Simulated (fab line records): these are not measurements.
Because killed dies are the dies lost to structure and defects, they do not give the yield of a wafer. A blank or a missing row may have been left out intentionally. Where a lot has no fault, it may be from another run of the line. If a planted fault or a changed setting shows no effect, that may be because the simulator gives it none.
Matching of chambers | flow sfq line | pecvd-03 running SFQ_TRILAYER_A5B_DEP_PECVD_129: 3 sister chambers
The step deposits SiO2 from SiH4/N2O, time 133.33 s, target thk 600 nm. 6 wafers are shown with their chamber, then 8 later ones without.

== EACH WAFER AND ITS CHAMBER ==
wafer  | chamber | heater power w (W) | throttle valve pct (%)
L665.1 | 0       | 83                 | 24.1
L665.4 | 2       | 118                | 23.7
L672.1 | 0       | 82                 | 23.5
L672.2 | 1       | 63                 | 25.1
L672.6 | 1       | 65                 | 24.9
L674.1 | 2       | 112                | 24.1

== WAFERS WITH NO CHAMBER GIVEN ==
wafer  | heater power w (W) | throttle valve pct (%)
L674.2 | 64                 | 24.9
L674.3 | 73                 | 23.9
L675.4 | 123                | 24.0
L675.5 | 68                 | 25.2
L675.6 | 69                 | 23.8
L676.1 | 70                 | 23.8
L676.5 | 66                 | 25.1
L676.6 | 120                | 24.2

== THE CHAMBER EACH PASSED THROUGH ==
wafer  | from the rows above     | in truth
L674.2 | 1                       | 1
L674.3 | can't be placed: 0 or 1 | 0
L675.4 | 2                       | 2
L675.5 | 1                       | 1
L675.6 | can't be placed: 1 or 0 | 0
L676.1 | can't be placed: 1 or 0 | 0
L676.5 | 1                       | 1
L676.6 | 2                       | 2
5 of 8 placed correctly. Not placeable from these rows: 3 (in 3, the candidates include the true chamber). Placed wrongly: 0.
How it was worked out, from the rows above alone: a wafer's distance from a chamber is the root of the sum, over the readings, of the square of ((its reading less the chamber's mean) divided by the reading's scatter). If the next closest chamber is less than 2 further off than the closest, the wafer can't be placed; otherwise it belongs to the closest. For every chamber, the mean is computed from those of its wafers that are shown. The scatter is the square root of a quotient: the sum, over the shown wafers, of each reading's squared deviation from its chamber's mean, divided by wafers minus chambers.
